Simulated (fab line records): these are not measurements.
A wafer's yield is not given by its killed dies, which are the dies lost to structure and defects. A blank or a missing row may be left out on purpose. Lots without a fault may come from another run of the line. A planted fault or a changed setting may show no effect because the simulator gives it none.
One fault seen from 2 desks	flow sky130	only its own numbers are on each desk; what lay behind them is given at the end

## TOOL OWNER'S DESK, litho_track-02
The tool's own readings at SKY_LOCAL_INTERCONNECT_DEVELOP_10 (develop time 60 s): means of the sampled wafers that have a number, for each lot that ran on this tool. A lot is out of limits, marked OUT, if its mean lies more than 4 standard deviations from the usual mean; the brackets give that distance.
Columns: A = chill_plate_temp_C at SKY_LOCAL_INTERCONNECT_DEVELOP_10, usual 23.02 C
lot	first seen here	A
L732	day 29 23:00	23.04
L736	day 31 09:00	23.02
L739	day 32 18:00	23.01
L753	day 36 21:00	23.12
This desk's finding: nothing out of limits on any of the 4 lots.

## METROLOGY DESK
Means of the sampled wafers that have a number, per lot and without regard to the tool the lot ran on: this is what the gauges read. A lot is out of limits, marked OUT, if its mean lies more than 4 standard deviations from the usual mean; the brackets give that distance.
Columns: A = cd_nm at SKY_LOCAL_INTERCONNECT_CD_MEAS_11, usual 169.5 nm; B = METAL1_ALCU_THK at SKY_METAL1_THK_MEAS_06, usual 248 nm
lot	first seen here	A	B
L732	day 29 23:13	170.6	241
L734	day 30 19:01	170.5	248
L736	day 31 09:51	167.2	248
L739	day 32 18:28	174.1	249
L744	day 34 09:07	169.0	245
L747	day 35 03:07	169.7	249
L748	day 35 12:20	169.1	244
L750	day 36 05:59	167.9	252
L751	day 36 08:11	171.6	249
L752	day 36 15:10	170.7	249
L753	day 36 22:04	169.4	250
L754	day 37 02:37	171.4	249
This desk's finding: nothing out of limits on any of the 12 lots.

## TAKEN TOGETHER
Nothing out of limits was seen by the tool owner's desk.
Metrology desk: nothing out of limits seen.

## WHAT THE SIMULATOR HAD INSERTED
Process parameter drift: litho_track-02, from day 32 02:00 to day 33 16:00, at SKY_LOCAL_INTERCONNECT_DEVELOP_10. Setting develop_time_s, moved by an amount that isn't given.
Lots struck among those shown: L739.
